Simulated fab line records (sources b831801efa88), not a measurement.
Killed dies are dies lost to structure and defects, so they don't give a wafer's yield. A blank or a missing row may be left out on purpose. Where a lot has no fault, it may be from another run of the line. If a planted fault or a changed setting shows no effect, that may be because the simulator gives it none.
Which of the tools did it? | flow gf180mcu | 14 lots, 39 wafers sampled, at 4 steps of a route of 602

== WHAT THE GAUGES SHOWED, per wafer ==
GF_MIM_RS_MEAS_10: the measuring method here is four-point-probe. Usual: for MIM_ALCU_RS the level is 0.1609 ohm/sq and the standard deviation is 0.0019.
lot  | measured     | on            | MIM_ALCU_RS (ohm/sq) | flag
L364 | day 24 18:02 | film-metro-01 | 0.1612 0.1638 0.1641 |
L367 | day 25 16:24 | film-metro-04 | 0.1616 0.1606 0.1600 |
L370 | day 26 16:31 | film-metro-01 | 0.1628 0.1621 0.1615 |
L372 | day 27 13:37 | film-metro-01 | 0.1604 0.1599 0.1606 |
L373 | day 27 15:55 | film-metro-01 | 0.1612 0.1620 0.1585 |
L374 | day 27 19:39 | film-metro-01 | 0.1582 0.1614 0.1608 |
L375 | day 28 11:09 | film-metro-04 | 0.1614 0.1614 0.1604 |
L376 | day 28 12:46 | film-metro-04 | 0.1606 0.1595 0.1596 |
L377 | day 28 16:33 | film-metro-04 | 0.1612 0.1635 0.1633 |
L378 | day 28 18:59 | film-metro-01 | 0.1616 0.1605 0.1636 |
L379 | day 29 11:19 | film-metro-01 | 0.1600 0.1575 0.1602 |
L380 | day 29 16:13 | film-metro-01 | 0.1598 0.1579        |
L384 | day 30 12:28 | film-metro-02 | 0.1589 0.1582        |
L386 | day 31 02:56 | film-metro-01 | 0.1617 0.1636        |

GF_V5_THK_MEAS_01. Usual: for V5_CVD_00_THK the level is 299 nm and the standard deviation is 3.1.
lot  | measured     | on            | V5_CVD_00_THK (nm) | flag
L364 | day 26 13:25 | film-metro-03 | 299 302 300        |
L367 | day 27 11:19 | film-metro-02 | 297 297 297        |
L370 | day 28 10:52 | film-metro-02 | 298 302 300        |
L372 | day 29 06:37 | film-metro-04 | 298 299 297        |
L373 | day 29 08:23 | film-metro-02 | 305 303 302        |
L374 | day 29 12:08 | film-metro-03 | 292 301 299        |
L375 | day 30 02:12 | film-metro-03 | 303 302 306        |
L376 | day 30 02:35 | film-metro-03 | 302 303 301        |
L377 | day 30 08:13 | film-metro-04 | 299 296 298        |
L378 | day 30 10:38 | film-metro-03 | 296 297 301        |
L379 | day 31 02:01 | film-metro-04 | 297 300 300        |
L380 | day 31 03:25 | film-metro-03 | 296 298            |
L384 | day 32 01:49 | film-metro-04 | 299 297            |
L386 | day 32 13:20 | film-metro-02 | 291 290            |

== WHICH TOOL RAN EACH LOT (tool, then ch and the chambers of the sampled wafers, then the start) ==
lot  | GF_V4_SPUTTER_22             | GF_M5_ETCH_09
L364 | pvd-sputter-01, day 24 16:58 | rie-diel-02 ch 1,2, day 26 12:40
L367 | pvd-sputter-03, day 25 15:20 | rie-diel-01 ch 0,3, day 27 10:34
L370 | pvd-sputter-03, day 26 15:27 | rie-diel-01 ch 1,3, day 28 09:59
L372 | pvd-sputter-01, day 27 12:34 | rie-diel-01 ch 1,3, day 29 05:50
L373 | pvd-sputter-04, day 27 14:50 | rie-diel-02 ch 0,2,3, day 29 07:37
L374 | pvd-sputter-04, day 27 18:36 | rie-diel-01 ch 1,2,3, day 29 11:22
L375 | pvd-sputter-03, day 28 10:05 | rie-diel-02 ch 2,3, day 30 01:28
L376 | pvd-sputter-03, day 28 11:43 | rie-diel-03 ch 1,2, day 30 01:49
L377 | pvd-sputter-04, day 28 15:30 | rie-diel-03 ch 0,2,3, day 30 07:28
L378 | pvd-sputter-01, day 28 17:56 | rie-diel-02 ch 0,2,3, day 30 09:55
L379 | pvd-sputter-04, day 29 10:15 | rie-diel-02 ch 0,1,3, day 31 01:09
L380 | pvd-sputter-03, day 29 13:01 | rie-diel-02 ch 0,3, day 31 02:41
L384 | pvd-sputter-04, day 30 11:17 | rie-diel-02 ch 0,1, day 32 00:34
L386 | pvd-sputter-01, day 31 01:50 | rie-diel-02 ch 0,2, day 32 12:35
- GF_V4_SPUTTER_22: material TiN, target thk 10 nm, time 40 s.
- GF_M5_ETCH_09: etches Si3N4 in CF4/O2, target depth 52 nm, time 11.6 s.

== AS READ BY THE TOOLS THEMSELVES (means over the sampled wafers that have a number; for cases with no such wafer, the mark the record gives instead) ==
GF_V4_SPUTTER_22. Usual: throttle-valve-pct at 30.1 %, with a standard deviation of 0.7.
lot  | tool           | throttle-valve-pct (%) | flag
L364 | pvd-sputter-01 | 30.0                   |
L367 | pvd-sputter-03 | 30.0                   |
L370 | pvd-sputter-03 | 29.8                   |
L372 | pvd-sputter-01 | 29.8                   |
L373 | pvd-sputter-04 | 29.8                   |
L374 | pvd-sputter-04 | 30.2                   |
L375 | pvd-sputter-03 | 29.9                   |
L376 | pvd-sputter-03 | 29.5                   |
L377 | pvd-sputter-04 | 30.8                   |
L378 | pvd-sputter-01 | 30.0                   |
L379 | pvd-sputter-04 | 29.8                   |
L380 | pvd-sputter-03 | 30.0                   |
L384 | pvd-sputter-04 | 30.4                   |
L386 | pvd-sputter-01 | 30.2                   |

GF_M5_ETCH_09. Usual: drypump-motor-current-A 5.8 A, standard deviation 0.49; oes-product-au 0.995 a.u., standard deviation 0.0088; throttle-valve-pct 5.969 %, standard deviation 0.0086.
lot  | tool        | drypump-motor-current-A (A) | oes-product-au (a.u.) | throttle-valve-pct (%) | flag
L364 | rie-diel-02 | 5.6                         | 1.005                 | 5.973                  |
L367 | rie-diel-01 | 5.2                         | 0.984                 | 5.973                  |
L370 | rie-diel-01 | 6.1                         | 1.000                 | 5.967                  |
L372 | rie-diel-01 | 6.1                         | 1.001                 | 5.968                  |
L373 | rie-diel-02 | 5.9                         | 0.997                 | 5.972                  |
L374 | rie-diel-01 | 6.3                         | 0.993                 | 5.964                  |
L375 | rie-diel-02 | 5.9                         | 0.997                 | 5.964                  |
L376 | rie-diel-03 | 5.5                         | 0.995                 | 5.970                  |
L377 | rie-diel-03 | 5.6                         | 1.002                 | 5.967                  |
L378 | rie-diel-02 | 5.9                         | 1.002                 | 5.982                  |
L379 | rie-diel-02 | 5.7                         | 0.997                 | 5.977                  |
L380 | rie-diel-02 | 5.9                         | 0.880                 | 5.944                  | OFF
L384 | rie-diel-02 | 5.7                         | 0.878                 | 5.928                  | OFF
L386 | rie-diel-02 | 5.9                         | 0.748                 | 5.881                  | OFF

== THE ANSWER, worked out from the rows above alone ==
Rule: a lot counts as off when the mean over its wafers that have a number is more than 3 standard deviations away from the usual mean. Also off: a lot with no number at a reading for which 4 or more lots have one. All remaining lots with rows at the step are treated as sound. First the gauges in route order, then the tools' own readings, where a lot's mean is used as printed above. At the first step where some lot is off, the reading lying furthest off is the one used; lots without a number count as furthest.
Off: L380, L384, L386, at GF_M5_ETCH_09 (oes-product-au).
If a tool, at that step or one of the process steps before it, ran each lot that is off and ran no sound lot following the first of them, it fits. One fits: GF_M5_ETCH_09 on rie-diel-02. A fault onset in the window from L379 (day 31 01:09, its last sound lot) to L380 (day 31 02:41, its first lot off) fits.
The tool's own readings at GF_M5_ETCH_09 bear it out: on the lots that are off they differ by more than 5 times the standard deviation of the sound lots' means. oes-product-au reads 0.835 a.u. there against 0.998 a.u. on the sound lots; throttle-valve-pct reads 5.918 % there against 5.971 % on the sound lots.

== WHAT THE SIMULATOR HAD PUT IN ==
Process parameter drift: rie-diel-02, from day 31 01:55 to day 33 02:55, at GF_M5_ETCH_09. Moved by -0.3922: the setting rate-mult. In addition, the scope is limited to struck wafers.
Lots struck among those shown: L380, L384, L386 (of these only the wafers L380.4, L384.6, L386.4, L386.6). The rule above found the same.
